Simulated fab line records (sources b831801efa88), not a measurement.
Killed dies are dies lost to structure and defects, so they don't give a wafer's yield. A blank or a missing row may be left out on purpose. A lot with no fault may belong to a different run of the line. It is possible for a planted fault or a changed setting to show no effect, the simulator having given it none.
2 desks, one fault ; flow sky130 ; each desk has only its own numbers; what lay behind them comes last

== THE METROLOGY DESK ==
What the gauges read, lot by lot, whatever tool the lot ran on: means of the sampled wafers that have a number. If a lot's mean is further than 4 standard deviations from the usual mean, the lot is out of limits and carries the mark OUT (the distance appears in the brackets).
Columns: A = cd nm at SKY_VIA3_CD_MEAS_12, usual 200.0 nm; B = VIA3_W_RS at SKY_VIA3_RS_MEAS_22, usual 0.2936 ohm/sq
lot;first seen here;A;B
L733;day 40 19:45;199.4;0.2931
L732;day 40 20:17;200.5;0.2886
L734;day 41 05:47;200.3;0.2937
L736;day 41 16:08;201.1;0.2938
L737;day 41 22:12;201.8;0.2928
L739;day 42 22:02;197.0;57.1287 (+99 or more) OUT
L741;day 42 23:20;200.2;56.4953 (+99 or more) OUT
L747;day 44 16:25;201.9;0.2900
L748;day 45 08:04;197.4;0.2960
L750;day 45 13:23;198.8;0.2983
L751;day 46 04:53;200.9;0.2945
L753;day 46 17:35;200.4;0.2920
Finding of this desk: L739, L741 out of limits, first seen on L739 at day 42 23:04 (VIA3_W_RS at SKY_VIA3_RS_MEAS_22). In limits: L733, L732, L734, L736, L737, L747, L748, L750, L751, L753.

== AT THE TOOL OWNER'S DESK: cvd w-01 ==
The tool's own readings at SKY_VIA3_CVD_21 (deposits W, target thk 390 nm, time 117.31 s): means of the sampled wafers that have a number, for each lot that ran on this tool. If a lot's mean is further than 4 standard deviations from the usual mean, the lot is out of limits and carries the mark OUT (the distance appears in the brackets).
Columns: A = chamber pressure Torr at SKY_VIA3_CVD_21, usual 39.99 Torr; B = heater power outer w at SKY_VIA3_CVD_21, usual 476 W; C = heater power w at SKY_VIA3_CVD_21, usual 766 W
lot;first seen here;A;B;C
L733;day 40 20:40;40.08;443;740
L732;day 40 21:12;40.01;436;713
L736;day 41 17:03;39.98;452;729
L748;day 45 09:01;40.01;438;716
L751;day 46 05:49;39.98;420;696
Result from this desk: across the 5 lots, nothing is out of limits.

== PUT TOGETHER ==
L739, L741 would have let the metrology desk raise an alarm at day 42 23:04.
The tool owner's desk saw nothing out of limits.
The tool owner's desk has no number on record for L739, L741.
The lots listed all ran SKY_VIA3_CVD_21 on cvd w-01.

== WHAT WAS PUT IN BY THE SIMULATOR ==
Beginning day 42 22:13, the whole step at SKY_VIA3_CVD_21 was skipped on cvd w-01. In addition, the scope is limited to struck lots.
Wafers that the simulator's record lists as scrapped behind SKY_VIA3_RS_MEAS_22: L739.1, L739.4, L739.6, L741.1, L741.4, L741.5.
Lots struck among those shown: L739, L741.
Delay in hours, fault start to first out-of-limits reading, per desk: metrology desk 1.
